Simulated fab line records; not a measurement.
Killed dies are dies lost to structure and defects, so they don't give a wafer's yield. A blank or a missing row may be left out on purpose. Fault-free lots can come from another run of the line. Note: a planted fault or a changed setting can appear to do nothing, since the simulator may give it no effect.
Comparing a struck lot with a sound one :: flow sky130 :: 14 out of 708 route steps
Sound: these wafers, L356.1, L356.2, L356.5. The struck wafers were L368.4, L368.5, L368.6. At the end, the cause is stated.
At each step with rows: each side's tool, then ch and its chambers, then its first start. Under that, the readings that differ: sound wafers :: struck wafers :: difference of the means :: sigmas: that difference in standard deviations of wafers without a fault.
alike: same words and numbers on both sides, and readings whose means sit less than 2 such deviations apart. not compared: any withheld reading, any reading some wafer has no value for, any bound like >300 that may hide the same value, and any number with overlapping values for which the record gives no deviation.
Wherever a step has rows on one side only, a row that says differs or no value, or a row with sigmas, the two part there. Non-overlapping numbers with no deviation appear without sigmas and do not part them. Lack of a reading on every wafer of one side parts them only where that side has two or more wafers.

SKY_METAL5_SPUTTER_01: material TiN, target thk 20 nm, time 16.7 s.
  struck on pvd-sputter-02, day 49 00:08; sound on pvd-sputter-02, day 45 13:19
  alike: throttle-valve-pct
SKY_METAL5_SPUTTER_02: material AlCu, target thk 1150 nm, time 61.2 s.
  struck on pvd-sputter-02, day 49 00:10; sound on pvd-sputter-02, day 45 13:20
  alike: throttle-valve-pct
SKY_METAL5_SPUTTER_03: material Ti, target thk 5 nm, time 3.3 s.
  struck on pvd-sputter-02, day 49 00:13; sound on pvd-sputter-02, day 45 13:23
  alike: throttle-valve-pct
SKY_METAL5_SPUTTER_04: material TiN, target thk 70 nm, time 58.3 s.
  struck on pvd-sputter-02, day 49 00:14; sound on pvd-sputter-02, day 45 13:25
  alike: throttle-valve-pct
SKY_METAL5_RS_MEAS_05: measures by four-point-probe.
  struck on film-metro-01, day 49 00:21; sound on film-metro-02, day 45 13:28
  alike: METAL5_ALCU_RS
SKY_METAL5_THK_MEAS_06: measures by xrf.
  struck on film-metro-01, day 49 00:26; sound on film-metro-02, day 45 13:35
  alike: METAL5_ALCU_THK
then, 6 steps without rows for these wafers: SKY_METAL5_DEHYDRATE_07 (time 60 s); SKY_METAL5_HMDS_08 (prime time 60 s); SKY_METAL5_COAT_09 (resist thk 1800 nm); SKY_METAL5_SOFTBAKE_10 (time 60 s); SKY_METAL5_EXPOSE_11 (exposes mask MM5, target cd 1600 nm); SKY_METAL5_PEB_12.
SKY_METAL5_DEVELOP_13: develop time 60 s.
  sound on litho-track-04 ch 0, day 46 09:47; struck on litho-track-01, day 49 17:23
  no value came back on the struck wafers for chill-plate-temp-C (C), develop-time-s (s); on the sound wafers chill-plate-temp-C (C) reads 23.06 23.08 23.20
SKY_METAL5_DESCUM_14: chemistry O2, time 11 s.
  sound on rie-metal-02 ch 0,1, day 46 09:56; struck on rie-metal-01 ch 0,1, day 49 17:29
  alike: drypump-motor-current-A, oes-product-au, temp-c
  not compared: rf-hours-counter-h

## WHERE THEY PART
Only at SKY_METAL5_DEVELOP_13, within this record. Later steps at which nothing parts them and some readings are alike: SKY_METAL5_DESCUM_14.

WHY: what had been put in by the simulator
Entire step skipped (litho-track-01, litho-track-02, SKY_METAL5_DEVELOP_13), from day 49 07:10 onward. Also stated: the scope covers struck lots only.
